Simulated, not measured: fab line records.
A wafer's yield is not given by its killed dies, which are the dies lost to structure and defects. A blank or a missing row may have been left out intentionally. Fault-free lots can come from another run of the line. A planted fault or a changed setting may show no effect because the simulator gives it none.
Struck lot and sound lot, side by side | flow gf180mcu | 14 out of 602 route steps
Sound: the wafers L306.2, L306.3, L306.4. Wafers struck: L314.2, L314.4, L314.6. The cause comes at the end.
Each step with rows lists, per side, the tool, then ch with its chambers, then its first start. Under that, the readings that differ: sound wafers | struck wafers | difference of the means | sigmas: that difference in standard deviations of wafers without a fault.
alike: readings whose means differ by less than 2 such deviations, and words and numbers that are the same on both sides. not compared: withheld readings, readings that some wafer has no value for, bounds like >300 that may hide the same value, and numbers for which the record gives no deviation and whose values overlap.
Wherever a step has rows on one side only, a row that says differs or no value, or a row with sigmas, the two part there. When numbers do not overlap yet have no deviation, they are printed without sigmas and do not part them. A reading that every wafer of one side lacks parts them only if that side has two wafers or more.

first, 4 steps without rows for these wafers: GF_VT_IMPLANT_SOFTBAKE_25 (time 60 s); GF_VT_IMPLANT_EXPOSE_26 (exposes mask LVPWELL HV AREA, target cd 860 nm); GF_VT_IMPLANT_PEB_27; GF_VT_IMPLANT_DEVELOP_28 (develop time 60 s).
GF_VT_IMPLANT_OVL_MEAS_29:
  sound on overlay-01, day 7 02:19; struck on overlay-02, day 9 02:16
  alike: VT_IMPLANT_02_OVL
next, for these wafers, 1 step has no rows: GF_VT_IMPLANT_IMPLANT_30.
GF_VT_IMPLANT_STRIP_31: strips in O2/N2.
  sound on plasmaAsher-02 ch 0,1, day 7 02:29; struck on plasmaAsher-03 ch 0,1, day 9 02:27
  alike: drypumpMotorCurrentA, heaterPowerW, n2FlowSccm, oesProductAu, stripTimeToEndpointS
  not compared: rfHoursCounterH
GF_VT_IMPLANT_TW_MEAS_32:
  sound on filmMetro-03, day 7 02:36; struck on filmMetro-02, day 9 02:34
  alike: VT_IMPLANT_3_TW
then, 4 steps without rows for these wafers: GF_VT_IMPLANT_DEHYDRATE_33 (time 60 s); GF_VT_IMPLANT_HMDS_34 (prime time 60 s); GF_VT_IMPLANT_COAT_35 (resist thk 1000 nm); GF_VT_IMPLANT_SOFTBAKE_36 (time 60 s).
GF_VT_IMPLANT_EXPOSE_37: exposes mask Nwell HV AREA, target cd 860 nm.
  struck on ilineStepper-01, day 9 11:02; sound on ilineStepper-01 ch 0, day 7 10:19
  no value came back on the struck wafers for exposureDoseMJCm2, focusOffsetNm (nm); on the sound wafers exposureDoseMJCm2 reads 140.03 140.07 139.91
reading                          | sound                   | struck                  | difference | sigmas
model.VT_IMPLANT.overlayXNm (nm) | -1.206 -1.206 -1.206    | 0.03067 0.03067 0.03067 | +1.23667   | 
model.VT_IMPLANT.overlayYNm (nm) | -0.2555 -0.2555 -0.2555 | -1.142 -1.142 -1.142    | -0.886     | 
  alike: mask
next, for these wafers, 1 step has no rows: GF_VT_IMPLANT_PEB_38.

WHERE THEY PART
Only at GF_VT_IMPLANT_EXPOSE_37, as far as this record shows.

WHY: what had been put in by the simulator
At GF_VT_IMPLANT_EXPOSE_37, the step was skipped entirely on ilineStepper-01 from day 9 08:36 on. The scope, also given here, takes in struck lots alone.
